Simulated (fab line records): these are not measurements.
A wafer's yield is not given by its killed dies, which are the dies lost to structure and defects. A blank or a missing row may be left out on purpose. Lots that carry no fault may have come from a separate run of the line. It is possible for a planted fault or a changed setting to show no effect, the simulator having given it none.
The same fault as seen by 2 desks || flow gf180mcu || each desk holds nothing but its own numbers, with what lay behind them at the end

== AT THE TOOL OWNER'S DESK: lpcvd-01 ==
The tool's own readings at GF_STI_CVD_03 (deposits Si3N4 from DCS/NH3, target thk 207.16 nm, time 3551 s): means of the sampled wafers that have a number, for each lot that ran on this tool. The brackets show how far a lot's mean lies from the usual mean; more than 4 standard deviations puts the lot out of limits, marked OUT.
Columns: A = zone power bottom pct at GF_STI_CVD_03, usual 21.8 %; B = zone power lower pct at GF_STI_CVD_03, usual 14.5 %; C = zone power top pct at GF_STI_CVD_03, usual 27.8 %
{"lot": "L262", "first seen here": "day 1 16:34", "A": 21.0, "B": 13.9, "C": 29.3}
{"lot": "L267", "first seen here": "day 2 17:41", "A": 21.2, "B": 13.7, "C": 29.3}
{"lot": "L268", "first seen here": "day 2 23:12", "A": 19.8, "B": 14.1, "C": 23.2}
{"lot": "L269", "first seen here": "day 3 04:15", "A": 21.2, "B": 13.8, "C": 29.8}
{"lot": "L271", "first seen here": "day 3 13:34", "A": 21.3, "B": 13.8, "C": 29.6}
{"lot": "L272", "first seen here": "day 3 20:34", "A": 21.2, "B": 13.9, "C": 29.6}
{"lot": "L274", "first seen here": "day 4 04:34", "A": 20.0, "B": 14.0, "C": 23.1}
{"lot": "L275", "first seen here": "day 4 09:55", "A": 21.2, "B": 13.9, "C": 29.1}
This desk's verdict: no lot among the 8 shows anything out of limits.

== AT THE METROLOGY DESK ==
What the gauges read for every lot (on any tool): the sampled wafers with a number, averaged. The brackets show how far a lot's mean lies from the usual mean; more than 4 standard deviations puts the lot out of limits, marked OUT.
Columns: A = STI_CVD_03_THK at GF_STI_THK_MEAS_04, usual 207.1 nm; B = DUAL_GATE_OVL at GF_DUAL_GATE_OVL_MEAS_11, usual -0.1 nm; C = POLY_GATE_CVD_00_THK at GF_POLY_GATE_THK_MEAS_01, usual 198.8 nm
{"lot": "L262", "first seen here": "day 1 18:35", "A": 206.1, "B": -3.1, "C": 197.6}
{"lot": "L265", "first seen here": "day 2 09:51", "A": 207.6, "B": -0.3, "C": 199.8}
{"lot": "L267", "first seen here": "day 2 19:41", "A": 207.5, "B": 0.7, "C": 197.1}
{"lot": "L268", "first seen here": "day 3 01:11", "A": 209.3, "B": -0.7, "C": 199.4}
{"lot": "L269", "first seen here": "day 3 06:14", "A": 209.0, "B": 2.7, "C": 198.5}
{"lot": "L271", "first seen here": "day 3 15:35", "A": 206.2, "B": 0.6, "C": 196.1}
{"lot": "L272", "first seen here": "day 3 22:34", "A": 206.3, "B": 0.0, "C": 200.2}
{"lot": "L274", "first seen here": "day 4 06:34", "A": "160.1 (-25) OUT", "B": 0.5, "C": 200.0}
{"lot": "L275", "first seen here": "day 4 11:53", "A": "156.8 (-26) OUT", "B": 2.1, "C": 200.4}
{"lot": "L278", "first seen here": "day 5 03:36", "A": 208.9, "B": 1.3, "C": 200.1}
{"lot": "L284", "first seen here": "day 6 10:25", "A": 208.0, "B": 0.9, "C": 198.5}
This desk reports L274, L275 out of limits; the earliest was L274 at day 4 06:34 (STI_CVD_03_THK at GF_STI_THK_MEAS_04). In limits: L262, L265, L267, L268, L269, L271, L272, L278, L284.

== PUT TOGETHER ==
At day 4 06:34 the metrology desk could have sounded an alarm, on L274, L275.
The desk of the tool owner found nothing out of limits.
The tool owner's desk has L274, L275 on record, within its limits.
GF_STI_CVD_03 was run on lpcvd-01 by each of the lots named.

== WHAT HAD BEEN PUT IN BY THE SIMULATOR ==
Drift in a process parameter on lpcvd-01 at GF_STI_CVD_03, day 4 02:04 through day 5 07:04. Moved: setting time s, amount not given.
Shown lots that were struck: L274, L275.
Per desk, hours elapsed from the start of the fault to the first reading out of limits: for the metrology desk, 4.
